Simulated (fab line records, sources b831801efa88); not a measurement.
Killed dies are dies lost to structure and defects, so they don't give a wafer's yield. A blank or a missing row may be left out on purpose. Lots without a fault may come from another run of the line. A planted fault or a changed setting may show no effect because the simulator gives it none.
Problem report in the 8D (eight disciplines) form, filled by code | flow gf180mcu | the parts of the form that need people (team, actions taken, sign-off) are left out

1. THE PROBLEM
beam_energy_keV at GF_VT_IMPLANT_IMPLANT_08 reads a mean of 19.680 on 9 wafers of 3 lots; wafers without a fault read 20.000 with a standard deviation of 0.0062. That is -52 standard deviations from the usual mean.
First seen on wafer L198.1, day 9 00:12, on implanter-03. The record holds 21 wafers of 7 lots with a number at this step. Rule for "out", or "out of limits": more than 4 standard deviations from the usual mean. The other wafers with a number count as sound.

2. WHAT IT IS AND WHAT IT IS NOT
question                    | is                     | is not
which readings at this step | beam_energy_keV        | -
which lots                  | L198, L199, L201       | L194, L195, L200, L204
which wafers of those lots  | all that have a number | -
read on which tools         | implanter-03           | implanter-02, implanter-04
when                        | from day 9 00:12       | up to then (6 sound wafers); but 6 sound wafers of L200, L204 came after

3. SUSPECTS, AND WHAT RULES EACH OUT
Counting: a tool at a process step up to the reading stays a suspect if it ran every lot that is out and no sound lot after the first of them.
- plasma_asher-01 at GF_MVPSD_STRIP_10 (strips in O2/N2): ruled out as a lasting fault. Sound lots L200, L204 ran on it after its first lot that is out, L198 (day 8 07:46).
- implanter-03 at GF_VT_IMPLANT_IMPLANT_08: kept. It ran every lot that is out, first L198 (day 9 00:12), and no sound lot after that; its last sound lot up to then is L194 (day 8 01:40). Its own readings are out on those wafers: beam_energy_keV.
Left after counting: implanter-03 at GF_VT_IMPLANT_IMPLANT_08.

4. THE CAUSE (what the simulator had put in)
Process parameter drift: implanter-03, from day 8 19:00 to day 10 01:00, at GF_VT_IMPLANT_IMPLANT_08. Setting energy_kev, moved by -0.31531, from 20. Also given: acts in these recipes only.
Counting left only this tool.

5. THE CHAIN OF EFFECTS, in route order
Each row: a reading whose mean over the struck wafers that have a number lies more than 3 standard deviations from the usual. Only readings for which the record gives a usual standard deviation are gone through. hours: the time from each lot's start at the first step in this table that gives one to its start at this step, as a median over the lots. sigmas: the change in usual standard deviations.
hours | step                     | reading         | usual  | on struck wafers | change | sigmas
0     | GF_VT_IMPLANT_IMPLANT_08 | beam_energy_keV | 20.000 | 19.680           | -0.320 | -52
The process steps in it:
- GF_VT_IMPLANT_IMPLANT_08

6. WHAT WOULD HAVE CAUGHT IT SOONER
In this record the first reading out of limits was taken at day 9 00:12, 5 hours after the fault began at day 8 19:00.
